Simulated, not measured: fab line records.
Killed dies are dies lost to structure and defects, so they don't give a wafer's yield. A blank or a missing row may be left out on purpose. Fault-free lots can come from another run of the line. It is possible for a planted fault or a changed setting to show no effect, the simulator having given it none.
Problem report, 8D (eight disciplines) form, completed by code | flow sky130 | the parts of the form that need people (team, actions taken, sign-off) are left out

## 1. WHAT IS WRONG
Wafers without a fault read 89.26 s, standard deviation 0.17; run length s at SKY_VT_ADJUST_LVTN_SOFTBAKE_14 reads a mean of 98.48 s on 6 wafers belonging to 2 lots. Relative to the usual mean, that is a shift of +54 standard deviations.
The step: time 60 s.
Earliest sighting: wafer L572.2 on litho track-04 at day 8 20:26. The record has a number at this step for 39 wafers belonging to 13 lots. Rule for "out" (also "out of limits"): further than 4 standard deviations from the usual mean. The other wafers with a number count as sound.

## 2. WHAT IT IS; WHAT IT IS NOT
question                    | is                     | is not
which readings at this step | run length s           | resist line temp C
which lots                  | L572, L573             | L566, L567, L570, L579, L581, L582, L583, L584, L585, L586, L589
which wafers of those lots  | all that have a number | -
read on which tools         | litho track-04         | litho track-01, litho track-02
when                        | from day 8 20:26       | up to then (9 sound wafers); but 24 sound wafers of L579, L581, L582, L583, L584, L585, L586, L589 came after

## 3. THE SUSPECTS, EACH WITH WHAT RULES IT OUT
Counting: a tool stays on the suspect list if, at a process step up to the reading, it processed all lots that are out and no sound lot following the first of them.
- litho track-04 at SKY_VT_ADJUST_LVTN_SOFTBAKE_14 (time 60 s): ruled out as a lasting fault. The sound lots L582, L589 went through it after L572, its earliest lot that is out (day 8 20:26).
Left after counting: nothing in the record.

## 4. THE CAUSE (what the simulator had put in)
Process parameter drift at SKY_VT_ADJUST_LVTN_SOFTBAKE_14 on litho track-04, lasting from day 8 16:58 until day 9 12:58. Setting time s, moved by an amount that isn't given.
Counting ruled it out, wrongly.

## 5. THE CHAIN OF EFFECTS, in route order
Rows list readings where the struck wafers' mean (over those with a number) sits beyond 3 standard deviations from the usual. Readings are gone through only where the record gives a usual standard deviation; hours: the median, over the lots, of the time from a lot's start at the first step in this table giving one to that lot's start at this step; sigmas: the change measured in usual standard deviations.
hours | step                           | reading      | usual   | on struck wafers | change | sigmas
0     | SKY_VT_ADJUST_LVTN_SOFTBAKE_14 | run length s | 89.26 s | 98.48            | +9.22  | +54
It contains these process steps:
- SKY_VT_ADJUST_LVTN_SOFTBAKE_14: time 60 s.

## 6. HOW IT WOULD HAVE BEEN CAUGHT EARLIER
The fault began at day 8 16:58; the first out-of-limits reading in this record came at day 8 20:26, 3 hours later.
